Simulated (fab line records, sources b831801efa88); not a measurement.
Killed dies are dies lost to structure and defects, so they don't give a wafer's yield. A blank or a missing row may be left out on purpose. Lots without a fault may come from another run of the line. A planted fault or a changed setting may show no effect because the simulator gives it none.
Which tool did it? | flow sky130 | 24 lots, 72 wafers sampled, at 6 steps of a route of 708

WHAT THE GAUGES READ, wafer by wafer
SKY_METAL1_THK_MEAS_06: measures by xrf.
lot  | measured     | on            | METAL1_ALCU_THK (nm)
L074 | day 31 00:54 | film_metro-01 | 248 243 248
L075 | day 31 06:58 | film_metro-01 | 251 253 250
L076 | day 32 01:42 | film_metro-03 | 246 245 243
L077 | day 32 14:47 | film_metro-04 | 249 249 247
L078 | day 32 23:47 | film_metro-03 | 241 240 243
L079 | day 33 03:30 | film_metro-01 | 248 249 250
L080 | day 33 17:49 | film_metro-01 | 251 250 249
L081 | day 34 01:41 | film_metro-01 | 244 244 246
L082 | day 34 03:04 | film_metro-04 | 250 248 250
L083 | day 34 10:40 | film_metro-04 | 255 252 250
L084 | day 34 20:50 | film_metro-01 | 242 246 246
L086 | day 35 03:35 | film_metro-03 | 244 247 244
L085 | day 35 03:58 | film_metro-01 | 246 247 248
L087 | day 35 16:55 | film_metro-04 | 247 245 246
L088 | day 35 17:43 | film_metro-04 | 247 246 243
L089 | day 36 06:27 | film_metro-01 | 249 252 252
L090 | day 36 17:38 | film_metro-03 | 250 247 249
L091 | day 36 18:51 | film_metro-04 | 252 248 249
L093 | day 38 20:38 | film_metro-01 | 248 246 247
L094 | day 38 21:19 | film_metro-03 | 251 250 248
L092 | day 38 22:42 | film_metro-04 | 249 250 245
L095 | day 38 23:23 | film_metro-04 | 253 252 254
L096 | day 39 00:56 | film_metro-03 | 250 251 251
L097 | day 39 06:31 | film_metro-01 | 249 248 248

SKY_VIA2_THK_MEAS_01.
lot  | measured     | on            | VIA2_HDPCVD_THK (nm)
L074 | day 34 13:07 | film_metro-02 | 1201 1200 1204
L075 | day 34 19:26 | film_metro-02 | 1180 1186 1196
L076 | day 35 12:04 | film_metro-04 | 1173 1176 1173
L077 | day 36 01:08 | film_metro-04 | 1182 1178 1179
L078 | day 36 10:44 | film_metro-04 | 1177 1176 1180
L079 | day 36 11:58 | film_metro-04 | 1204 1192 1197
L080 | day 37 03:32 | film_metro-04 | 1155 1152 1176
L081 | day 37 10:13 | film_metro-04 | 1177 1174 1183
L082 | day 37 14:43 | film_metro-01 | 1188 1191 1184
L083 | day 37 21:07 | film_metro-01 | 1176 1157 1161
L084 | day 38 07:26 | film_metro-01 | 1159 1178 1167
L086 | day 38 11:51 | film_metro-01 | 1169 1176 1182
L085 | day 38 13:32 | film_metro-04 | 1190 1179 1178
L087 | day 39 02:28 | film_metro-01 | 1183 1182 1172
L088 | day 39 04:22 | film_metro-04 | 1173 1174 1179
L089 | day 39 15:12 | film_metro-01 | 1153 1161 1167
L090 | day 40 01:40 | film_metro-04 | 1175 1172 1172
L091 | day 40 03:31 | film_metro-01 | 1189 1182 1186
L093 | day 42 01:05 | film_metro-04 | 1195 1195 1180
L094 | day 42 02:24 | film_metro-04 | 1192 1203 1183
L092 | day 42 02:40 | film_metro-01 | 1165 1186 1174
L095 | day 42 03:21 | film_metro-02 | 1179 1191 1191
L096 | day 42 05:55 | film_metro-02 | 1187 1178 1169
L097 | day 42 10:38 | film_metro-02 | 1163 1176 1179

WHICH TOOL RAN EACH LOT (tool, then ch and the chambers of the sampled wafers, then the start)
lot  | SKY_METAL1_SPUTTER_00        | SKY_METAL1_METAL_ETCH_19          | SKY_VIA1_CMP_02               | SKY_METAL2_SPUTTER_04
L074 | pvd_sputter-01, day 31 00:37 | rie_metal-04 ch 0,1, day 32 03:38 | cmp-02 ch 0,1,2, day 32 04:37 | pvd_sputter-02, day 33 09:20
L075 | pvd_sputter-04, day 31 06:42 | rie_metal-04 ch 0,1, day 32 11:04 | cmp-02 ch 0,1, day 32 11:59   | pvd_sputter-03, day 33 16:57
L076 | pvd_sputter-03, day 32 01:26 | rie_metal-02 ch 0,1, day 33 05:23 | cmp-01 ch 0,1,2, day 33 06:17 | pvd_sputter-02, day 34 09:14
L077 | pvd_sputter-01, day 32 14:31 | rie_metal-03 ch 0,1, day 33 17:48 | cmp-01 ch 0,1,3, day 33 18:40 | pvd_sputter-01, day 34 22:00
L078 | pvd_sputter-01, day 32 23:32 | rie_metal-02 ch 0,1, day 34 02:09 | cmp-02 ch 0,1,3, day 34 03:15 | pvd_sputter-03, day 35 07:06
L079 | pvd_sputter-04, day 33 03:14 | rie_metal-04 ch 0,1, day 34 04:47 | cmp-01 ch 0,2,3, day 34 05:42 | pvd_sputter-02, day 35 08:56
L080 | pvd_sputter-04, day 33 17:32 | rie_metal-03 ch 0,1, day 34 18:54 | cmp-01 ch 0,1,2, day 34 19:50 | pvd_sputter-02, day 35 23:52
L081 | pvd_sputter-01, day 34 01:25 | rie_metal-02 ch 0,1, day 35 02:45 | cmp-02 ch 2,3, day 35 03:36   | pvd_sputter-01, day 36 06:58
L082 | pvd_sputter-04, day 34 02:49 | rie_metal-04 ch 0,1, day 35 04:50 | cmp-01 ch 0,1,3, day 35 05:45 | pvd_sputter-03, day 36 10:42
L083 | pvd_sputter-03, day 34 10:23 | rie_metal-04 ch 0, day 35 13:05   | cmp-01 ch 0,1,3, day 35 14:18 | pvd_sputter-01, day 36 18:03
L084 | pvd_sputter-01, day 34 20:35 | rie_metal-03 ch 0,1, day 35 23:11 | cmp-02 ch 0,2,3, day 36 00:06 | pvd_sputter-01, day 37 04:16
L086 | pvd_sputter-01, day 35 03:19 | rie_metal-03 ch 0,1, day 36 04:41 | cmp-01 ch 0,2, day 36 05:35   | pvd_sputter-01, day 37 09:14
L085 | pvd_sputter-04, day 35 03:42 | rie_metal-02 ch 0,1, day 36 05:59 | cmp-02 ch 0,1, day 36 06:50   | pvd_sputter-03, day 37 10:57
L087 | pvd_sputter-03, day 35 16:39 | rie_metal-02 ch 1, day 36 18:35   | cmp-01 ch 0,1,3, day 36 20:51 | pvd_sputter-03, day 38 00:44
L088 | pvd_sputter-01, day 35 17:27 | rie_metal-03 ch 0, day 36 19:46   | cmp-01 ch 0,1,2, day 36 21:27 | pvd_sputter-03, day 38 02:00
L089 | pvd_sputter-03, day 36 06:11 | rie_metal-02 ch 0,1, day 37 08:50 | cmp-02 ch 1,2, day 37 09:42   | pvd_sputter-03, day 38 12:45
L090 | pvd_sputter-03, day 36 17:22 | rie_metal-02 ch 0,1, day 37 19:38 | cmp-02 ch 2,3, day 37 20:27   | pvd_sputter-01, day 38 23:37
L091 | pvd_sputter-04, day 36 18:34 | rie_metal-03 ch 0,1, day 37 21:01 | cmp-02 ch 1,2, day 37 21:53   | pvd_sputter-03, day 39 01:22
L093 | pvd_sputter-01, day 38 20:21 | rie_metal-02 ch 0,1, day 39 21:20 | cmp-01 ch 1,2, day 39 22:12   | pvd_sputter-03, day 41 00:41
L094 | pvd_sputter-04, day 38 21:04 | rie_metal-03 ch 0,1, day 39 22:33 | cmp-01 ch 1,2,3, day 39 23:24 | pvd_sputter-01, day 41 01:59
L092 | pvd_sputter-01, day 38 22:26 | rie_metal-04 ch 1, day 39 22:54   | cmp-02 ch 0,3, day 39 23:45   | pvd_sputter-03, day 41 02:39
L095 | pvd_sputter-03, day 38 23:08 | rie_metal-02 ch 0,1, day 40 00:05 | cmp-01 ch 0,2, day 40 00:59   | pvd_sputter-02, day 41 02:58
L096 | pvd_sputter-03, day 39 00:40 | rie_metal-03 ch 0,1, day 40 02:03 | cmp-02 ch 0,3, day 40 02:54   | pvd_sputter-01, day 41 05:28
L097 | pvd_sputter-03, day 39 06:14 | rie_metal-04 ch 0,1, day 40 07:22 | cmp-02 ch 0,1,3, day 40 08:20 | pvd_sputter-03, day 41 09:53
- SKY_METAL1_SPUTTER_00: material Ti, target thk 15 nm, time 10 s.
- SKY_METAL1_METAL_ETCH_19: etches the open film in Cl2/BCl3, stops on SiO2, target depth 360 nm, time 78 s.
- SKY_VIA1_CMP_02: polishes SiO2.
- SKY_METAL2_SPUTTER_04: material TiN, target thk 70 nm, time 58.3 s.

WHAT THE TOOLS THEMSELVES READ (means of the sampled wafers that have a number; where no wafer has one, the mark that the record gives instead)
SKY_METAL1_SPUTTER_00.
lot  | tool           | chamber_pressure_pa (Pa) | throttle_valve_pct (%)
L074 | pvd_sputter-01 | 0.4004                   | 30.3
L075 | pvd_sputter-04 | 0.4004                   | 29.5
L076 | pvd_sputter-03 | 0.4009                   | 28.3
L077 | pvd_sputter-01 | 0.4001                   | 30.5
L078 | pvd_sputter-01 | 0.4003                   | 30.2
L079 | pvd_sputter-04 | 0.4005                   | 30.0
L080 | pvd_sputter-04 | 0.4001                   | 30.4
L081 | pvd_sputter-01 | 0.3995                   | 30.5
L082 | pvd_sputter-04 | 0.3998                   | 30.2
L083 | pvd_sputter-03 | 0.4002                   | 30.8
L084 | pvd_sputter-01 | 0.3993                   | 30.6
L086 | pvd_sputter-01 | 0.4008                   | 30.2
L085 | pvd_sputter-04 | 0.3999                   | 30.9
L087 | pvd_sputter-03 | 0.3989                   | 30.0
L088 | pvd_sputter-01 | 0.4006                   | 30.7
L089 | pvd_sputter-03 | 0.4002                   | 29.4
L090 | pvd_sputter-03 | 0.3998                   | 29.7
L091 | pvd_sputter-04 | 0.3995                   | 28.9
L093 | pvd_sputter-01 | 0.4005                   | 30.0
L094 | pvd_sputter-04 | 0.4007                   | 30.5
L092 | pvd_sputter-01 | 0.4002                   | 30.4
L095 | pvd_sputter-03 | 0.3997                   | 28.1
L096 | pvd_sputter-03 | 0.4004                   | 30.1
L097 | pvd_sputter-03 | 0.4000                   | 30.1

SKY_METAL1_METAL_ETCH_19.
lot  | tool         | drypump_motor_current_A (A) | oes_product_au (a.u.) | throttle_valve_pct (%)
L074 | rie_metal-04 | 5.4                         | 0.849                 | 22.264
L075 | rie_metal-04 | 5.7                         | 0.859                 | 22.262
L076 | rie_metal-02 | 5.7                         | 0.849                 | 22.264
L077 | rie_metal-03 | 5.3                         | 0.852                 | 22.258
L078 | rie_metal-02 | 5.7                         | 0.849                 | 22.256
L079 | rie_metal-04 | 5.4                         | 0.857                 | 22.259
L080 | rie_metal-03 | 5.8                         | 0.857                 | 22.272
L081 | rie_metal-02 | 6.0                         | 0.845                 | 22.261
L082 | rie_metal-04 | 5.4                         | 0.853                 | 22.261
L083 | rie_metal-04 | 5.9                         | 0.859                 | 22.263
L084 | rie_metal-03 | 5.3                         | 0.849                 | 22.261
L086 | rie_metal-03 | 5.3                         | 0.852                 | 22.256
L085 | rie_metal-02 | 5.7                         | 0.844                 | 22.260
L087 | rie_metal-02 | 5.4                         | 0.850                 | 22.268
L088 | rie_metal-03 | 6.4                         | 0.847                 | 22.254
L089 | rie_metal-02 | 5.7                         | 0.857                 | 22.268
L090 | rie_metal-02 | 6.1                         | 0.862                 | 22.273
L091 | rie_metal-03 | 5.8                         | 0.854                 | 22.262
L093 | rie_metal-02 | 5.7                         | 0.849                 | 22.258
L094 | rie_metal-03 | 5.8                         | 0.854                 | 22.261
L092 | rie_metal-04 | 5.2                         | 0.851                 | 22.264
L095 | rie_metal-02 | 6.0                         | 0.864                 | 22.261
L096 | rie_metal-03 | 5.8                         | 0.859                 | 22.264
L097 | rie_metal-04 | 5.6                         | 0.854                 | 22.259

SKY_VIA1_CMP_02.
lot  | tool   | motor_current_A (A)
L074 | cmp-02 | 11.6
L075 | cmp-02 | 11.1
L076 | cmp-01 | 11.2
L077 | cmp-01 | 10.5
L078 | cmp-02 | 12.6
L079 | cmp-01 | 11.5
L080 | cmp-01 | 11.2
L081 | cmp-02 | 12.2
L082 | cmp-01 | 10.5
L083 | cmp-01 | 10.4
L084 | cmp-02 | 12.8
L086 | cmp-01 | 10.9
L085 | cmp-02 | 12.0
L087 | cmp-01 | 10.7
L088 | cmp-01 | 11.1
L089 | cmp-02 | 10.8
L090 | cmp-02 | 12.1
L091 | cmp-02 | 10.7
L093 | cmp-01 | 11.4
L094 | cmp-01 | 11.0
L092 | cmp-02 | 12.9
L095 | cmp-01 | 11.3
L096 | cmp-02 | 13.1
L097 | cmp-02 | 12.4

SKY_METAL2_SPUTTER_04.
lot  | tool           | chamber_pressure_pa (Pa) | throttle_valve_pct (%)
L074 | pvd_sputter-02 | 0.4008                   | 30.0
L075 | pvd_sputter-03 | 0.3999                   | 28.7
L076 | pvd_sputter-02 | 0.3995                   | 31.1
L077 | pvd_sputter-01 | 0.3997                   | 30.6
L078 | pvd_sputter-03 | 0.3998                   | 30.8
L079 | pvd_sputter-02 | 0.3998                   | 29.5
L080 | pvd_sputter-02 | 0.4004                   | 30.7
L081 | pvd_sputter-01 | 0.4001                   | 30.8
L082 | pvd_sputter-03 | 0.3993                   | 29.6
L083 | pvd_sputter-01 | 0.3999                   | 30.1
L084 | pvd_sputter-01 | 0.3998                   | 30.2
L086 | pvd_sputter-01 | 0.4004                   | 30.6
L085 | pvd_sputter-03 | 0.3991                   | 28.6
L087 | pvd_sputter-03 | 0.4005                   | 30.1
L088 | pvd_sputter-03 | 0.3991                   | 30.1
L089 | pvd_sputter-03 | 0.3999                   | 30.1
L090 | pvd_sputter-01 | 0.3998                   | 30.1
L091 | pvd_sputter-03 | 0.3996                   | 30.1
L093 | pvd_sputter-03 | 0.3989                   | 30.1
L094 | pvd_sputter-01 | 0.3997                   | 30.5
L092 | pvd_sputter-03 | 0.4007                   | 30.8
L095 | pvd_sputter-02 | 0.3998                   | 30.2
L096 | pvd_sputter-01 | 0.4004                   | 31.0
L097 | pvd_sputter-03 | 0.4002                   | 28.9

THE ANSWER, worked out from the rows above alone
Rule: what is usual is taken from the lots themselves. Put in order of their means at a reading, lots are off if they are a third of the lots or fewer, leave a main group of 4 or more, and stand apart from it by a gap of 3 or more times the standard deviation of the main group's means; of several such gaps the widest counts. A main group whose means are all the same, to the digits that the tables above print for the reading, isn't used. A lot without any number at a reading at which 4 lots or more have one is off too. The other lots that the step has rows for count as sound. The gauges are gone through in route order, then the tools' own readings, and for those a lot's mean is taken as printed above. The first step at which some lot is off is used, and at that step the reading that is off furthest; a lot without a number counts as furthest.
No lot is off at any reading shown: from this, nothing can be told.

WHAT THE SIMULATOR HAD PUT IN
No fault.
